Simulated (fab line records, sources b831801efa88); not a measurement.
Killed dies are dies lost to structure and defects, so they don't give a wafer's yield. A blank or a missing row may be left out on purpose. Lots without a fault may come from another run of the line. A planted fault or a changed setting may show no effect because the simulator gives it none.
A struck lot beside a sound one | flow sky130 | 15 steps out of a route of 708
Sound: wafers L916.2, L916.3, L916.5. Struck: wafers L930.1, L930.5, L930.6. The cause comes at the end.
At each step with rows: each side's tool, then ch and its chambers, then its first start. Under that, the readings that differ: sound wafers | struck wafers | difference of the means | sigmas: that difference in standard deviations of wafers without a fault.
alike: readings whose means differ by less than 2 such deviations, and words and numbers that are the same on both sides. not compared: withheld readings, readings that some wafer has no value for, bounds like >300 that may hide the same value, and numbers for which the record gives no deviation and whose values overlap.
The two part at a step that has a row with sigmas, a row that says differs or no value, or rows on one side only. Numbers that don't overlap but have no deviation are shown without sigmas and don't part them. A reading that every wafer of one side lacks parts them only if that side has two wafers or more.

first, 6 steps without rows for these wafers: SKY_METAL5_HMDS_08 (prime time 60 s); SKY_METAL5_COAT_09 (resist thk 1800 nm); SKY_METAL5_SOFTBAKE_10 (time 60 s); SKY_METAL5_EXPOSE_11 (exposes mask MM5, target cd 1600 nm); SKY_METAL5_PEB_12; SKY_METAL5_DEVELOP_13 (develop time 60 s).
SKY_METAL5_DESCUM_14: chemistry O2, time 11 s.
  sound on rie_metal-02 ch 0, day 46 00:43; struck on rie_metal-04 ch 0,1, day 49 22:48
  reading                     | sound       | struck      | difference | sigmas
  drypump_motor_current_A (A) | 6.1 6.1 6.1 | 5.5 5.3 5.4 | -0.7       | -2
  alike: chamber_pressure_mTorr, oes_product_au
  not compared: rf_hours_counter_h
SKY_METAL5_METAL_ETCH_15: etches the open film in Cl2/BCl3, stops on SiO2, target depth 1260 nm, time 252 s.
  sound on rie_metal-02 ch 0, day 46 00:45; struck on rie_metal-04 ch 0,1, day 49 22:50
  alike: chamber_pressure_mTorr, drypump_motor_current_A, oes_product_au, throttle_valve_pct
  not compared: rf_hours_counter_h
SKY_METAL5_STRIP_16: strips in O2/N2.
  sound on plasma_asher-02 ch 0,1, day 46 00:59; struck on plasma_asher-01 ch 0,1, day 49 23:04
  reading                      | sound             | struck            | difference | sigmas
  strip_time_to_endpoint_s (s) | 13.34 13.25 13.19 | 13.05 12.99 13.04 | -0.23      | -3
  alike: chamber_pressure_mTorr, drypump_motor_current_A, oes_product_au
  not compared: rf_hours_counter_h
then, 3 steps without rows for these wafers: SKY_METAL5_STRIP_17 (strips in post etch residue remover, time 1200 s); SKY_METAL5_CLEAN_18 (cleans in IPA, time 180 s); SKY_METAL5_CLEAN_19 (cleans in O3/DIW).
SKY_PASSIVATION_CVD_00: deposits SiO2, target thk 90 nm.
  sound on pecvd-04 ch 0,2, day 46 01:35; struck on pecvd-03 ch 0,2, day 49 23:40
  reading            | sound       | struck      | difference | sigmas
  rf_fwd_power_W (W) | 596 593 591 | 490 495 495 | -100       | -30
  alike: heater_power_w
  not compared: model.SiO2_of_PASSIVATION_CVD_00.thk_nm
SKY_PASSIVATION_THK_MEAS_01:
  sound on film_metro-03, day 46 01:37; struck on film_metro-03, day 49 23:41
  alike: PASSIVATION_CVD_00_THK
then, 1 step without rows for these wafers: SKY_PAD_OPEN_PROBE_99.

WHERE THEY PART
First at SKY_METAL5_DESCUM_14; last, within this record, at SKY_PASSIVATION_CVD_00. Later steps at which nothing parts them and some readings are alike: SKY_PASSIVATION_THK_MEAS_01.

WHY: what the simulator had put in
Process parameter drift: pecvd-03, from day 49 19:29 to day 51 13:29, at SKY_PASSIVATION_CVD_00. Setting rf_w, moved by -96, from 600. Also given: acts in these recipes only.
